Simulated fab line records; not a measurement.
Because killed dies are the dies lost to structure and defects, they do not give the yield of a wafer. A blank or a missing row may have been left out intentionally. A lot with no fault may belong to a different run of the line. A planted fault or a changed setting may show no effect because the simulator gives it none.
Split-lot study | flow gf180mcu | 23 wafers read from 5 lots, route of 602 steps

== THE SPLIT ITSELF ==
At GF_MVSD_STRIP_10 (strips in O2/N2), the setting powerW was moved away from the recipe's 1400 W on 7 of the 23 wafers read, by -5.0% to +11.0%. For the rest of the wafers, this setting stayed at what the recipe calls for.

The split's own step is where the reading is taken.

== THE READING ==
oesProductAu, in a.u., at GF_MVSD_STRIP_10 (strips in O2/N2). On this fab line, fault-free wafers typically give 0.723 a.u. with a standard deviation of 0.004 a.u.

wafer  | tool, chamber at the split | powerW as run, W | against the recipe | oesProductAu, a.u. | against lot-mates on the recipe
L074.1 | plasmaAsher-02, 1          | 1524             | +8.9%              | 0.755              | +0.033
L074.2 | plasmaAsher-02, 0          | 1400             | recipe             | 0.725              | -
L074.4 | plasmaAsher-02, 0          | 1524             | +8.9%              | 0.751              | +0.029
L074.5 | plasmaAsher-02, 1          | 1524             | +8.9%              | 0.756              | +0.034
L074.6 | plasmaAsher-02, 0          | 1400             | recipe             | 0.720              | -
L077.1 | plasmaAsher-04, 0          | 1554             | +11.0%             | 0.770              | +0.050
L077.2 | plasmaAsher-04, 1          | 1400             | recipe             | 0.723              | -
L077.4 | plasmaAsher-04, 0          | 1400             | recipe             | 0.717              | -
L077.5 | plasmaAsher-04, 1          | 1554             | +11.0%             | 0.769              | +0.049
L077.6 | plasmaAsher-04, 0          | 1400             | recipe             | 0.719              | -
L079.1 | plasmaAsher-03, 1          | 1400             | recipe             | 0.728              | -
L079.3 | plasmaAsher-03, 0          | 1400             | recipe             | 0.724              | -
L079.6 | plasmaAsher-03, 0          | 1400             | recipe             | 0.722              | -
L078.1 | plasmaAsher-04, 0          | 1400             | recipe             | 0.725              | -
L078.2 | plasmaAsher-04, 1          | 1400             | recipe             | 0.731              | -
L078.4 | plasmaAsher-04, 0          | 1330             | -5.0%              | 0.706              | -0.019
L078.5 | plasmaAsher-04, 0          | 1400             | recipe             | 0.720              | -
L078.6 | plasmaAsher-04, 1          | 1330             | -5.0%              | 0.701              | -0.024
L084.1 | plasmaAsher-04, 1          | 1400             | recipe             | 0.726              | -
L084.2 | plasmaAsher-04, 0          | 1400             | recipe             | 0.730              | -
L084.3 | plasmaAsher-04, 0          | 1400             | recipe             | 0.716              | -
L084.5 | plasmaAsher-04, 1          | 1400             | recipe             | 0.723              | -
L084.6 | plasmaAsher-04, 0          | 1400             | recipe             | 0.720              | -

THE FIT
A straight line over all 23 wafers: oesProductAu changes by +0.00388 a.u. for each +1% of powerW; r = +0.97; the points scatter about the line by 0.0042 a.u.
The same after taking each lot's own level away (the mean of its wafers on the recipe; 23 wafers): +0.00411 a.u. for each +1%; r = +0.98; scatter 0.0042 a.u.
On that fit, the largest move of powerW shifts the reading by 0.045 a.u.
Across the lots, their own levels run from 0.7197 to 0.7253 a.u., a range of 1.4 times the standard deviation given above.
The two slopes are in agreement: the lot-to-lot level therefore moves the slope only a little.
Check: for one of the wafers moved furthest among these (+11.0%), held out of the fit, the line's prediction against its lot-mates is +0.0432 a.u. It came out at +0.0503 a.u. against them.
Tool readings at the split's step, against how far the setting was moved: oesProductAu r = +0.97; stripTimeToEndpointS r = -0.99.

== FURTHER SPLITS ON THESE WAFERS ==
Before the reading, these wafers also passed through other splits. Each is held against what the fit with the lots' levels taken away leaves over:
other split on the same wafers | wafers away from the commonest value | r with oesProductAu (lot level and that fit taken away)
GF_STI_PEB_10 pebTempC         | 11                                   | -0.07
GF_STI_WET_ETCH_17 timeS       | 15                                   | -0.27
GF_MVSD_IMPLANT_08 doseCm2     | 8                                    | -0.12

== THE WHOLE CHAIN: every reading that the file lists as answering this split, in the file's order ==
step             | what it does    | reading              | change (the file's fit)                   | r (the file's)
GF_MVSD_STRIP_10 | strips in O2/N2 | oesProductAu         | +0.00417 a.u. for each +1% of the setting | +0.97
GF_MVSD_STRIP_10 | strips in O2/N2 | stripTimeToEndpointS | withheld for each +1% of the setting      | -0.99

== FILE'S OWN FIT ==
oesProductAu changes by +0.00417 a.u. for each +1% of powerW, r = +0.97.
